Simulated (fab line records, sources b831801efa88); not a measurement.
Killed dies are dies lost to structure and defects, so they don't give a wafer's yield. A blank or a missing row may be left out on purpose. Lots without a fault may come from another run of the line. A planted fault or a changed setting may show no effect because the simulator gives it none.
A struck lot beside a sound one | flow sky130 | 25 steps out of a route of 708
Sound: wafers L777.2, L777.4, L777.6. Struck: wafers L786.2, L786.4. (L786.5 of the same lot was not struck and is left out.) The cause comes at the end.
At each step with rows: each side's tool, then ch and its chambers, then its first start. Under that, the readings that differ: sound wafers | struck wafers | difference of the means | sigmas: that difference in standard deviations of wafers without a fault.
alike: readings whose means differ by less than 2 such deviations, and words and numbers that are the same on both sides. not compared: withheld readings, readings that some wafer has no value for, bounds like >300 that may hide the same value, and numbers for which the record gives no deviation and whose values overlap.
The two part at a step that has a row with sigmas, a row that says differs or no value, or rows on one side only. Numbers that don't overlap but have no deviation are shown without sigmas and don't part them. A reading that every wafer of one side lacks parts them only if that side has two wafers or more.

first, 6 steps without rows for these wafers: SKY_METAL5_HMDS_08 (prime time 60 s); SKY_METAL5_COAT_09 (resist thk 1800 nm); SKY_METAL5_SOFTBAKE_10 (time 60 s); SKY_METAL5_EXPOSE_11 (exposes mask MM5, target cd 1600 nm); SKY_METAL5_PEB_12; SKY_METAL5_DEVELOP_13 (develop time 60 s).
SKY_METAL5_DESCUM_14: chemistry O2, time 11 s.
  sound on rie_metal-01 ch 0,1, day 45 09:19; struck on rie_metal-04 ch 0, day 47 01:05
  alike: drypump_motor_current_A, he_backside_leak_sccm, oes_product_au
  not compared: rf_hours_counter_h
SKY_METAL5_METAL_ETCH_15: etches the open film in Cl2/BCl3, stops on SiO2, target depth 1260 nm, time 252 s.
  sound on rie_metal-01 ch 0,1, day 45 09:20; struck on rie_metal-04 ch 0, day 47 01:07
  alike: drypump_motor_current_A, he_backside_leak_sccm, oes_product_au, throttle_valve_pct
  not compared: rf_hours_counter_h
SKY_METAL5_STRIP_16: strips in O2/N2.
  sound on plasma_asher-01 ch 0,1, day 45 09:35; struck on plasma_asher-03 ch 0,1, day 47 01:21
  alike: drypump_motor_current_A, oes_product_au, strip_time_to_endpoint_s
  not compared: rf_hours_counter_h
then, 3 steps without rows for these wafers: SKY_METAL5_STRIP_17 (strips in post etch residue remover, time 1200 s); SKY_METAL5_CLEAN_18 (cleans in IPA, time 180 s); SKY_METAL5_CLEAN_19 (cleans in O3/DIW).
SKY_PASSIVATION_CVD_00: deposits SiO2, target thk 90 nm.
  sound on pecvd-03 ch 1,2, day 45 10:10; struck on pecvd-02 ch 0, day 47 01:59
  alike: heater_power_w
SKY_PASSIVATION_THK_MEAS_01:
  sound on film_metro-03, day 45 10:12; struck on film_metro-02, day 47 02:01
  reading                     | sound          | struck    | difference | sigmas
  PASSIVATION_CVD_00_THK (nm) | 90.6 90.7 91.7 | 72.0 72.9 | -18.5      | -15
SKY_PASSIVATION_CVD_02: deposits Si3N4, target thk 540 nm.
  sound on pecvd-04 ch 1,2, day 45 10:15; struck on pecvd-03 ch 1,2, day 47 02:04
  alike: heater_power_w
SKY_PASSIVATION_THK_MEAS_03:
  sound on film_metro-02, day 45 10:36; struck on film_metro-03, day 47 02:18
  alike: PASSIVATION_CVD_02_THK
then, 7 steps without rows for these wafers: SKY_PASSIVATION_DEHYDRATE_04 (time 60 s); SKY_PASSIVATION_HMDS_05 (prime time 60 s); SKY_PASSIVATION_COAT_06 (resist thk 3000 nm); SKY_PASSIVATION_SOFTBAKE_07; SKY_PASSIVATION_EXPOSE_08 (exposes mask NSM, target cd 3000 nm); SKY_PASSIVATION_PEB_09; SKY_PASSIVATION_DEVELOP_10 (develop time 60 s).
SKY_PASSIVATION_ETCH_11: etches the open film in CF4/O2, stops on AlCu, target depth 725 nm, time 161.1 s.
  sound on rie_diel-02 ch 0,1,3, day 46 07:38; struck on rie_diel-03 ch 1, day 47 22:25
  reading               | sound             | struck      | difference | sigmas
  oes_product_au (a.u.) | 0.978 0.977 0.983 | 0.954 0.950 | -0.027     | -4
  alike: drypump_motor_current_A, throttle_valve_pct
  not compared: rf_hours_counter_h
SKY_PASSIVATION_STRIP_12: strips in O2/N2.
  sound on plasma_asher-04 ch 0,1, day 46 07:44; struck on plasma_asher-01 ch 0,1, day 47 22:31
  reading                      | sound             | struck      | difference | sigmas
  strip_time_to_endpoint_s (s) | 31.86 31.83 31.72 | 31.46 31.44 | -0.35      | -3
  alike: drypump_motor_current_A, oes_product_au
  not compared: rf_hours_counter_h

WHERE THEY PART
First at SKY_PASSIVATION_THK_MEAS_01; last, within this record, at SKY_PASSIVATION_STRIP_12.

WHY: what the simulator had put in
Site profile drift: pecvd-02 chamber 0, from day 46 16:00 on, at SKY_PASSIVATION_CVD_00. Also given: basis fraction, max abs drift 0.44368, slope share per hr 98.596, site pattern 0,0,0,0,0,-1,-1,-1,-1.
